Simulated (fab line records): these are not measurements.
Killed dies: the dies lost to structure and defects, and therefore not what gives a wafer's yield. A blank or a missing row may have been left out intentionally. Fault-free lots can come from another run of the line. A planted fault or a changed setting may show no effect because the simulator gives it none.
A lot that was struck, set against a sound lot || flow gf180mcu || 17 out of 602 route steps
Sound: wafers L826.2, L826.4, L826.5. Struck: wafer L833.2 (L833.1, L833.5, from the same lot, were not struck and are left out); the cause is given at the end.
Order at every step that has rows: each side's tool, ch and its chambers, its first start. Under that, the readings that differ: sound wafers || struck wafers || difference of the means || sigmas: that difference in standard deviations of wafers without a fault.
alike: readings with means less than 2 such deviations apart, plus words and numbers identical on both sides. not compared: withheld readings, readings lacking a value on some wafer, bounds such as >300 that could conceal the same value, and numbers that have no deviation in the record and whose values overlap.
A row with sigmas, a row that says differs or no value, or rows on one side alone: a step with any of these is where the two part. Non-overlapping numbers with no deviation appear without sigmas and do not part them. A reading missing from all wafers of one side parts the sides only when that side holds two or more wafers.

first, 4 steps without rows for these wafers: GF_M1_SOFTBAKE_10 (time 60 s); GF_M1_EXPOSE_11 (exposes mask Metal1, target cd 230 nm); GF_M1_PEB_12 (peb time 90 s); GF_M1_DEVELOP_13 (develop time 60 s).
GF_M1_CD_MEAS_14: the cd target is 230 nm.
  sound on cd-sem-02 at day 21 11:59; struck on cd-sem-02 at day 23 20:10
  alike: cd-nm
GF_M1_OVL_MEAS_15:
  sound on overlay-01 at day 21 12:05; struck on overlay-01 at day 23 20:17
  alike: M1_OVL
GF_M1_METAL_ETCH_16: etches the open film in Cl2/BCl3, stops on SiO2, target depth 627.5 nm, time 104.6 s.
  sound on rie-metal-01 ch 0,1, day 21 12:07; struck on rie-metal-02 ch 1, day 23 20:19
  alike: bias-w, drypump-motor-current-A, oes-product-au, throttle-valve-pct
  not compared: rf-hours-counter-h
GF_M1_STRIP_17: strips in O2/N2.
  sound on plasma-asher-02 ch 0,1, day 21 12:14; struck on plasma-asher-02 ch 1, day 23 20:26
{"reading": "strip-time-to-endpoint-s (s)", "sound": "7.89 7.92 7.92", "struck": 7.78, "difference": -0.13, "sigmas": -3}
  alike: drypump-motor-current-A, heater-power-w, oes-product-au
  not compared: rf-hours-counter-h
then, 3 steps without rows for these wafers: GF_M1_STRIP_18 (strips in post etch residue remover, time 1200 s); GF_M1_CLEAN_19 (cleans in DIW); GF_V1_CVD_00 (deposits SiO2, target thk 600 nm, time 100 s).
GF_V1_THK_MEAS_01:
  sound on film-metro-01 at day 21 12:51; struck on film-metro-01 at day 23 21:02
  alike: V1_CVD_00_THK
GF_V1_CVD_02: deposits SiO2 from TEOS, target thk 850 nm, time 94.851 s.
  sound on pecvd-03 ch 0,1,2, day 21 12:54; struck on pecvd-04 ch 1, day 23 21:06
{"reading": "run-length-s (s)", "sound": "122.8 123.0 121.8", "struck": 139.4, "difference": "+16.9", "sigmas": "+27"}
{"reading": "model.SiO2_of_V1_CVD_02.thk-nm (nm)", "sound": "844.3 851.5 864.8", "struck": 982.1, "difference": "+128.6", "sigmas": ""}
  alike: heater-power-w
GF_V1_THK_MEAS_03:
  sound on film-metro-04 at day 21 12:59; struck on film-metro-01 at day 23 21:10
{"reading": "V1_CVD_02_THK (nm)", "sound": "844 852 865", "struck": 983, "difference": "+129", "sigmas": "+11"}
GF_V1_CMP_04: polishes SiO2.
  sound on cmp-01 ch 0,2, day 21 13:13; struck on cmp-02 ch 2, day 23 21:14
{"reading": "motor-current-A (A)", "sound": "12.7 12.6 11.8", "struck": 9.7, "difference": -2.7, "sigmas": -2}
{"reading": "time-to-endpoint-s (s)", "sound": "77 83 87", "struck": 127, "difference": "+45", "sigmas": "+8"}
GF_V1_BOW_MEAS_05:
  sound on film-metro-04 at day 21 13:29; struck on film-metro-01 at day 23 21:32
  alike: V1_BOW
-- the record jumps here: 10 days lie between the struck wafers' starts before and after (it left off in module V1 and takes up again in module PASSIVATION, whose first step shown is number 602 of the route) --
GF_PASSIVATION_PROBE_99:
  rows exist in the record for the struck wafers here (prober-02, day 33 23:07), but not for the sound ones

WHERE THEY PART
Earliest at GF_M1_STRIP_17; latest, in this record, at GF_PASSIVATION_PROBE_99.

WHY: what had been put in by the simulator
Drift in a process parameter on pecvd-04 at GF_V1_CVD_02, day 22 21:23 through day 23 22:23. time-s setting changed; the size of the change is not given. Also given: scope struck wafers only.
